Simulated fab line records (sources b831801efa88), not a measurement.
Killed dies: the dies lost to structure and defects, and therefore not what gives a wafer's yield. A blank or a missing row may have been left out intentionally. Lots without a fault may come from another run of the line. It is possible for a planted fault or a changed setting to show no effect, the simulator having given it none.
Which of the tools did it? :: flow sky130 :: 42 wafers from 14 lots sampled at 5 of the route's 708 steps

WHAT THE GAUGES SHOWED, per wafer
SKY_VIA3_BOW_MEAS_03.
lot: L564
measured: day 39 10:44
on: filmMetro-03
VIA3_BOW (um): 75 78 93

lot: L567
measured: day 40 11:20
on: filmMetro-03
VIA3_BOW (um): 97 87 79

lot: L568
measured: day 40 21:38
on: filmMetro-03
VIA3_BOW (um): 74 72 85

lot: L570
measured: day 41 13:10
on: filmMetro-02
VIA3_BOW (um): 79 83 94

lot: L571
measured: day 42 08:05
on: filmMetro-03
VIA3_BOW (um): 91 78 68

lot: L573
measured: day 42 14:52
on: filmMetro-02
VIA3_BOW (um): 86 72 76

lot: L575
measured: day 42 19:54
on: filmMetro-04
VIA3_BOW (um): 75 87 73

lot: L577
measured: day 43 08:59
on: filmMetro-04
VIA3_BOW (um): 149 150 149

lot: L578
measured: day 43 20:45
on: filmMetro-03
VIA3_BOW (um): 131 136 143

lot: L582
measured: day 44 13:31
on: filmMetro-03
VIA3_BOW (um): 77 79 80

lot: L584
measured: day 45 04:47
on: filmMetro-02
VIA3_BOW (um): 85 79 80

lot: L583
measured: day 45 10:02
on: filmMetro-04
VIA3_BOW (um): 73 81 93

lot: L585
measured: day 45 12:08
on: filmMetro-02
VIA3_BOW (um): 92 83 84

lot: L586
measured: day 45 13:28
on: filmMetro-03
VIA3_BOW (um): 69 85 76

SKY_VIA3_CD_MEAS_12: the cd target is 200 nm.
lot: L564
measured: day 40 11:16
on: cdSem-01
cdNm (nm): 202.6 200.2 202.4

lot: L567
measured: day 41 11:56
on: cdSem-02
cdNm (nm): 200.0 199.6 200.4

lot: L568
measured: day 41 21:31
on: cdSem-02
cdNm (nm): 200.9 200.6 201.3

lot: L570
measured: day 42 13:04
on: cdSem-01
cdNm (nm): 196.3 197.3 198.2

lot: L571
measured: day 43 08:22
on: cdSem-02
cdNm (nm): 200.4 200.6 199.0

lot: L573
measured: day 43 14:14
on: cdSem-02
cdNm (nm): 204.4 204.1 204.3

lot: L575
measured: day 43 19:40
on: cdSem-01
cdNm (nm): 200.4 200.2 199.3

lot: L577
measured: day 44 06:06
on: cdSem-02
cdNm (nm): 200.1 199.8 199.4

lot: L578
measured: day 44 18:46
on: cdSem-01
cdNm (nm): 200.4 200.8 201.7

lot: L582
measured: day 45 11:46
on: cdSem-01
cdNm (nm): 201.4 201.3 201.7

lot: L584
measured: day 46 02:43
on: cdSem-02
cdNm (nm): 199.5 199.8 199.8

lot: L583
measured: day 46 07:19
on: cdSem-01
cdNm (nm): 199.5 200.8 200.1

lot: L585
measured: day 46 09:47
on: cdSem-01
cdNm (nm): 201.3 202.5 203.1

lot: L586
measured: day 46 11:09
on: cdSem-01
cdNm (nm): 200.3 201.9 201.7

TOOL THAT RAN EACH LOT (tool first, then ch and the chambers of the sampled wafers, then the start)
lot: L564
SKY_METAL3_SPUTTER_03: pvdSputter-02, day 37 04:27
SKY_CAPM_STRIP_14: plasmaAsher-02 ch 0,1, day 38 06:49
SKY_VIA3_CMP_02: cmp-02 ch 1,2, day 39 10:26

lot: L567
SKY_METAL3_SPUTTER_03: pvdSputter-04, day 38 05:23
SKY_CAPM_STRIP_14: plasmaAsher-04 ch 0, day 39 07:20
SKY_VIA3_CMP_02: cmp-01 ch 2,3, day 40 11:04

lot: L568
SKY_METAL3_SPUTTER_03: pvdSputter-02, day 38 15:59
SKY_CAPM_STRIP_14: plasmaAsher-03 ch 0,1, day 39 18:02
SKY_VIA3_CMP_02: cmp-02 ch 1,2,3, day 40 21:23

lot: L570
SKY_METAL3_SPUTTER_03: pvdSputter-03, day 39 09:42
SKY_CAPM_STRIP_14: plasmaAsher-03 ch 0,1, day 40 10:26
SKY_VIA3_CMP_02: cmp-02 ch 0,2,3, day 41 12:52

lot: L571
SKY_METAL3_SPUTTER_03: pvdSputter-04, day 40 05:16
SKY_CAPM_STRIP_14: plasmaAsher-03 ch 0,1, day 41 05:50
SKY_VIA3_CMP_02: cmp-01 ch 1,2,3, day 42 07:47

lot: L573
SKY_METAL3_SPUTTER_03: pvdSputter-04, day 40 13:22
SKY_CAPM_STRIP_14: plasmaAsher-03 ch 1, day 41 13:09
SKY_VIA3_CMP_02: cmp-02 ch 0,2, day 42 14:33

lot: L575
SKY_METAL3_SPUTTER_03: pvdSputter-02, day 40 16:52
SKY_CAPM_STRIP_14: plasmaAsher-04 ch 0,1, day 41 17:58
SKY_VIA3_CMP_02: cmp-02 ch 1,2, day 42 19:36

lot: L577
SKY_METAL3_SPUTTER_03: pvdSputter-03, day 41 07:03
SKY_CAPM_STRIP_14: plasmaAsher-04 ch 0, day 42 07:08
SKY_VIA3_CMP_02: cmp-02 ch 0,3, day 43 08:41

lot: L578
SKY_METAL3_SPUTTER_03: pvdSputter-02, day 41 16:22
SKY_CAPM_STRIP_14: plasmaAsher-04 ch 0,1, day 42 16:14
SKY_VIA3_CMP_02: cmp-01 ch 0,1,3, day 43 20:27

lot: L582
SKY_METAL3_SPUTTER_03: pvdSputter-02, day 42 12:55
SKY_CAPM_STRIP_14: plasmaAsher-03 ch 0,1, day 43 12:40
SKY_VIA3_CMP_02: cmp-01 ch 1,2, day 44 13:10

lot: L584
SKY_METAL3_SPUTTER_03: pvdSputter-02, day 43 06:04
SKY_CAPM_STRIP_14: plasmaAsher-04 ch 0,1, day 44 04:23
SKY_VIA3_CMP_02: cmp-01 ch 0,1,3, day 45 04:32

lot: L583
SKY_METAL3_SPUTTER_03: pvdSputter-03, day 43 11:26
SKY_CAPM_STRIP_14: plasmaAsher-04 ch 0,1, day 44 10:01
SKY_VIA3_CMP_02: cmp-02 ch 0,1,2, day 45 09:45

lot: L585
SKY_METAL3_SPUTTER_03: pvdSputter-03, day 43 13:49
SKY_CAPM_STRIP_14: plasmaAsher-02 ch 0,1, day 44 12:33
SKY_VIA3_CMP_02: cmp-01 ch 0,2,3, day 45 11:56

lot: L586
SKY_METAL3_SPUTTER_03: pvdSputter-04, day 43 14:33
SKY_CAPM_STRIP_14: plasmaAsher-04 ch 0,1, day 44 13:17
SKY_VIA3_CMP_02: cmp-01 ch 0,1, day 45 13:10
- SKY_METAL3_SPUTTER_03: material Ti, target thk 5 nm, time 3.3 s.
- SKY_CAPM_STRIP_14: strips in O2/N2.
- SKY_VIA3_CMP_02: polishes SiO2.

WHAT THE TOOLS THEMSELVES READ (means of the sampled wafers that have a number; where no wafer has one, the mark that the record gives instead)
SKY_METAL3_SPUTTER_03.
lot: L564
tool: pvdSputter-02
throttleValvePct (%): 29.9

lot: L567
tool: pvdSputter-04
throttleValvePct (%): 29.9

lot: L568
tool: pvdSputter-02
throttleValvePct (%): 30.1

lot: L570
tool: pvdSputter-03
throttleValvePct (%): 29.1

lot: L571
tool: pvdSputter-04
throttleValvePct (%): 30.0

lot: L573
tool: pvdSputter-04
throttleValvePct (%): 30.2

lot: L575
tool: pvdSputter-02
throttleValvePct (%): 28.8

lot: L577
tool: pvdSputter-03
throttleValvePct (%): 27.7

lot: L578
tool: pvdSputter-02
throttleValvePct (%): 29.9

lot: L582
tool: pvdSputter-02
throttleValvePct (%): 30.1

lot: L584
tool: pvdSputter-02
throttleValvePct (%): 29.4

lot: L583
tool: pvdSputter-03
throttleValvePct (%): 29.3

lot: L585
tool: pvdSputter-03
throttleValvePct (%): 30.0

lot: L586
tool: pvdSputter-04
throttleValvePct (%): 29.9

SKY_CAPM_STRIP_14.
lot: L564
tool: plasmaAsher-02
drypumpMotorCurrentA (A): 5.8
n2FlowSccm (sccm): 300.2
oesProductAu (a.u.): 0.711
stripTimeToEndpointS (s): 12.61

lot: L567
tool: plasmaAsher-04
drypumpMotorCurrentA (A): 6.1
n2FlowSccm (sccm): 300.8
oesProductAu (a.u.): 0.709
stripTimeToEndpointS (s): 12.58

lot: L568
tool: plasmaAsher-03
drypumpMotorCurrentA (A): 6.0
n2FlowSccm (sccm): 299.7
oesProductAu (a.u.): 0.713
stripTimeToEndpointS (s): 12.61

lot: L570
tool: plasmaAsher-03
drypumpMotorCurrentA (A): 6.0
n2FlowSccm (sccm): 300.5
oesProductAu (a.u.): 0.707
stripTimeToEndpointS (s): 12.69

lot: L571
tool: plasmaAsher-03
drypumpMotorCurrentA (A): 5.9
n2FlowSccm (sccm): 300.6
oesProductAu (a.u.): 0.708
stripTimeToEndpointS (s): 12.69

lot: L573
tool: plasmaAsher-03
drypumpMotorCurrentA (A): 5.9
n2FlowSccm (sccm): 299.4
oesProductAu (a.u.): 0.712
stripTimeToEndpointS (s): 12.67

lot: L575
tool: plasmaAsher-04
drypumpMotorCurrentA (A): 5.3
n2FlowSccm (sccm): 299.5
oesProductAu (a.u.): 0.711
stripTimeToEndpointS (s): 12.74

lot: L577
tool: plasmaAsher-04
drypumpMotorCurrentA (A): 6.1
n2FlowSccm (sccm): 299.9
oesProductAu (a.u.): 0.712
stripTimeToEndpointS (s): 12.75

lot: L578
tool: plasmaAsher-04
drypumpMotorCurrentA (A): 5.3
n2FlowSccm (sccm): 299.4
oesProductAu (a.u.): 0.706
stripTimeToEndpointS (s): 12.72

lot: L582
tool: plasmaAsher-03
drypumpMotorCurrentA (A): 6.0
n2FlowSccm (sccm): 298.8
oesProductAu (a.u.): 0.709
stripTimeToEndpointS (s): 12.68

lot: L584
tool: plasmaAsher-04
drypumpMotorCurrentA (A): 5.7
n2FlowSccm (sccm): 300.5
oesProductAu (a.u.): 0.714
stripTimeToEndpointS (s): 12.69

lot: L583
tool: plasmaAsher-04
drypumpMotorCurrentA (A): 5.7
n2FlowSccm (sccm): 299.8
oesProductAu (a.u.): 0.714
stripTimeToEndpointS (s): 12.72

lot: L585
tool: plasmaAsher-02
drypumpMotorCurrentA (A): 5.5
n2FlowSccm (sccm): 300.0
oesProductAu (a.u.): 0.714
stripTimeToEndpointS (s): 12.73

lot: L586
tool: plasmaAsher-04
drypumpMotorCurrentA (A): 5.3
n2FlowSccm (sccm): 300.4
oesProductAu (a.u.): 0.709
stripTimeToEndpointS (s): 12.76

SKY_VIA3_CMP_02.
lot: L564
tool: cmp-02
edgeZonePressureFrac: 1.000
headPressurePsi (psi): 3.998
motorCurrentA (A): 11.7

lot: L567
tool: cmp-01
edgeZonePressureFrac: 0.995
headPressurePsi (psi): 3.994
motorCurrentA (A): 12.5

lot: L568
tool: cmp-02
edgeZonePressureFrac: 1.000
headPressurePsi (psi): 4.001
motorCurrentA (A): 12.1

lot: L570
tool: cmp-02
edgeZonePressureFrac: 1.002
headPressurePsi (psi): 3.992
motorCurrentA (A): 11.2

lot: L571
tool: cmp-01
edgeZonePressureFrac: 1.003
headPressurePsi (psi): 4.007
motorCurrentA (A): 12.0

lot: L573
tool: cmp-02
edgeZonePressureFrac: 1.005
headPressurePsi (psi): 4.002
motorCurrentA (A): 10.8

lot: L575
tool: cmp-02
edgeZonePressureFrac: 1.004
headPressurePsi (psi): 3.990
motorCurrentA (A): 12.3

lot: L577
tool: cmp-02
edgeZonePressureFrac: -
headPressurePsi (psi): -
motorCurrentA (A): -

lot: L578
tool: cmp-01
edgeZonePressureFrac: -
headPressurePsi (psi): -
motorCurrentA (A): -

lot: L582
tool: cmp-01
edgeZonePressureFrac: 0.999
headPressurePsi (psi): 3.994
motorCurrentA (A): 11.7

lot: L584
tool: cmp-01
edgeZonePressureFrac: 0.996
headPressurePsi (psi): 4.003
motorCurrentA (A): 12.3

lot: L583
tool: cmp-02
edgeZonePressureFrac: 0.995
headPressurePsi (psi): 4.006
motorCurrentA (A): 11.4

lot: L585
tool: cmp-01
edgeZonePressureFrac: 1.001
headPressurePsi (psi): 4.002
motorCurrentA (A): 12.8

lot: L586
tool: cmp-01
edgeZonePressureFrac: 0.997
headPressurePsi (psi): 4.004
motorCurrentA (A): 12.0

THE ANSWER, worked out from the rows above alone
Rule: what is usual is taken from the lots themselves. Put in order of their means at a reading, lots are off if they are a third of the lots or fewer, leave a main group of 4 or more, and stand apart from it by a gap of 3 or more times the standard deviation of the main group's means; of several such gaps the widest counts. A main group whose means are all the same, to the digits that the tables above print for the reading, isn't used. Also off: a lot with no number at a reading for which 4 or more lots have one. Any other lot the step has rows for is counted as sound. First the gauges in route order, then the tools' own readings, where a lot's mean is used as printed above. At the first step where some lot is off, the reading lying furthest off is the one used; lots without a number count as furthest.
Off: at SKY_VIA3_BOW_MEAS_03 (VIA3_BOW), L577, L578. Main group: mean 81 um, sd 3.6.
If a tool, at a process step before that reading, ran all the lots that are off and no sound lot after the first of them, it fits. The gauges at SKY_VIA3_BOW_MEAS_03 aren't tried: what is off there is off at SKY_VIA3_CMP_02 too, on other tools, and a gauge's error can't cause that. No candidate that was tried fits.

WHAT HAD BEEN PUT IN BY THE SIMULATOR
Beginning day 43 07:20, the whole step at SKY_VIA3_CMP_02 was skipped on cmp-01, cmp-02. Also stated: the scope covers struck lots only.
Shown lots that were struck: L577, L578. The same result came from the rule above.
